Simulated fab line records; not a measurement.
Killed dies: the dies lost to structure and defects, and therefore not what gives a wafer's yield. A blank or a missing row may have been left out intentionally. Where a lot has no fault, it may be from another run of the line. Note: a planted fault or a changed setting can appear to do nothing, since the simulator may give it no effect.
Chamber matching :: flow sfqLine :: rieDiel-01 running SFQ_TRILAYER_I3_VIA_BARC_OPEN_VIA_ETCH_121: 4 sister chambers
The step etches BARC in O2, target depth 125 nm, time 41.7 s. 16 wafers are shown with their chamber, then 8 later ones without.

== WAFERS WITH THEIR CHAMBER ==
wafer: L902.1
chamber: 0
drypumpMotorCurrentA (A): 5.4
oesProductAu (a.u.): 0.686
chamberPressureMTorr (mTorr): 30.013

wafer: L902.3
chamber: 1
drypumpMotorCurrentA (A): 5.8
oesProductAu (a.u.): 0.677
chamberPressureMTorr (mTorr): 30.004

wafer: L902.4
chamber: 2
drypumpMotorCurrentA (A): 6.3
oesProductAu (a.u.): 0.689
chamberPressureMTorr (mTorr): 29.980

wafer: L905.3
chamber: 0
drypumpMotorCurrentA (A): 5.4
oesProductAu (a.u.): 0.685
chamberPressureMTorr (mTorr): 30.029

wafer: L905.4
chamber: 3
drypumpMotorCurrentA (A): 5.8
oesProductAu (a.u.): 0.690
chamberPressureMTorr (mTorr): 29.993

wafer: L905.6
chamber: 2
drypumpMotorCurrentA (A): 6.2
oesProductAu (a.u.): 0.681
chamberPressureMTorr (mTorr): 30.062

wafer: L908.2
chamber: 2
drypumpMotorCurrentA (A): 6.2
oesProductAu (a.u.): 0.689
chamberPressureMTorr (mTorr): 30.014

wafer: L908.5
chamber: 0
drypumpMotorCurrentA (A): 5.4
oesProductAu (a.u.): 0.682
chamberPressureMTorr (mTorr): 29.995

wafer: L908.6
chamber: 2
drypumpMotorCurrentA (A): 6.2
oesProductAu (a.u.): 0.687
chamberPressureMTorr (mTorr): 29.985

wafer: L912.3
chamber: 2
drypumpMotorCurrentA (A): 6.3
oesProductAu (a.u.): 0.680
chamberPressureMTorr (mTorr): 30.017

wafer: L912.5
chamber: 2
drypumpMotorCurrentA (A): 6.3
oesProductAu (a.u.): 0.680
chamberPressureMTorr (mTorr): 29.984

wafer: L912.6
chamber: 1
drypumpMotorCurrentA (A): 5.8
oesProductAu (a.u.): 0.680
chamberPressureMTorr (mTorr): 30.016

wafer: L914.3
chamber: 0
drypumpMotorCurrentA (A): 5.4
oesProductAu (a.u.): 0.681
chamberPressureMTorr (mTorr): 30.047

wafer: L914.4
chamber: 1
drypumpMotorCurrentA (A): 5.8
oesProductAu (a.u.): 0.681
chamberPressureMTorr (mTorr): 29.986

wafer: L914.6
chamber: 3
drypumpMotorCurrentA (A): 5.9
oesProductAu (a.u.): 0.686
chamberPressureMTorr (mTorr): 30.042

wafer: L915.2
chamber: 3
drypumpMotorCurrentA (A): 5.9
oesProductAu (a.u.): 0.683
chamberPressureMTorr (mTorr): 30.003

SIGNATURES (averages over the wafers above)
reading: drypumpMotorCurrentA
chamber 0: 5.400
chamber 1: 5.800
chamber 2: 6.250
chamber 3: 5.867
scatter within a chamber: 0.0425

reading: oesProductAu
chamber 0: 0.68350
chamber 1: 0.67933
chamber 2: 0.68433
chamber 3: 0.68633
scatter within a chamber: 0.00353

reading: chamberPressureMTorr
chamber 0: 30.02100
chamber 1: 30.00200
chamber 2: 30.00700
chamber 3: 30.01267
scatter within a chamber: 0.0261
Rule: a wafer lies at a distance from a chamber equal to the root of the sum of squares, over the readings, of (its reading less the chamber's mean, divided by the reading's scatter). The wafer belongs to the nearest chamber; if the next one is less than 2 further off, it can't be placed. The scatter is the square root of a quotient: the sum, over the shown wafers, of each reading's squared deviation from its chamber's mean, divided by wafers minus chambers.

== WAFERS WITHOUT THEIR CHAMBER ==
wafer: L915.4
drypumpMotorCurrentA (A): 6.3
oesProductAu (a.u.): 0.685
chamberPressureMTorr (mTorr): 29.983

wafer: L915.5
drypumpMotorCurrentA (A): 5.9
oesProductAu (a.u.): 0.688
chamberPressureMTorr (mTorr): 30.002

wafer: L917.1
drypumpMotorCurrentA (A): 6.3
oesProductAu (a.u.): 0.689
chamberPressureMTorr (mTorr): 30.018

wafer: L917.5
drypumpMotorCurrentA (A): 5.8
oesProductAu (a.u.): 0.688
chamberPressureMTorr (mTorr): 29.974

wafer: L917.6
drypumpMotorCurrentA (A): 6.3
oesProductAu (a.u.): 0.679
chamberPressureMTorr (mTorr): 30.021

wafer: L919.1
drypumpMotorCurrentA (A): 5.9
oesProductAu (a.u.): 0.687
chamberPressureMTorr (mTorr): 29.984

wafer: L919.2
drypumpMotorCurrentA (A): 6.2
oesProductAu (a.u.): 0.667
chamberPressureMTorr (mTorr): 30.008

wafer: L919.3
drypumpMotorCurrentA (A): 5.4
oesProductAu (a.u.): 0.688
chamberPressureMTorr (mTorr): 29.969

== THE CHAMBER EACH PASSED THROUGH ==
wafer: L915.4
from the rows above: 2
in truth: 2

wafer: L915.5
from the rows above: 3
in truth: 3

wafer: L917.1
from the rows above: 2
in truth: 2

wafer: L917.5
from the rows above: can't be placed: 3 or 1
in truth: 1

wafer: L917.6
from the rows above: 2
in truth: 2

wafer: L919.1
from the rows above: can't be placed: 3 or 1
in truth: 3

wafer: L919.2
from the rows above: 2
in truth: 2

wafer: L919.3
from the rows above: 0
in truth: 0
Correctly placed: 6 of 8. Can't be placed from these rows: 2 (the true chamber is among the candidates in 2). Placed wrongly: 0.
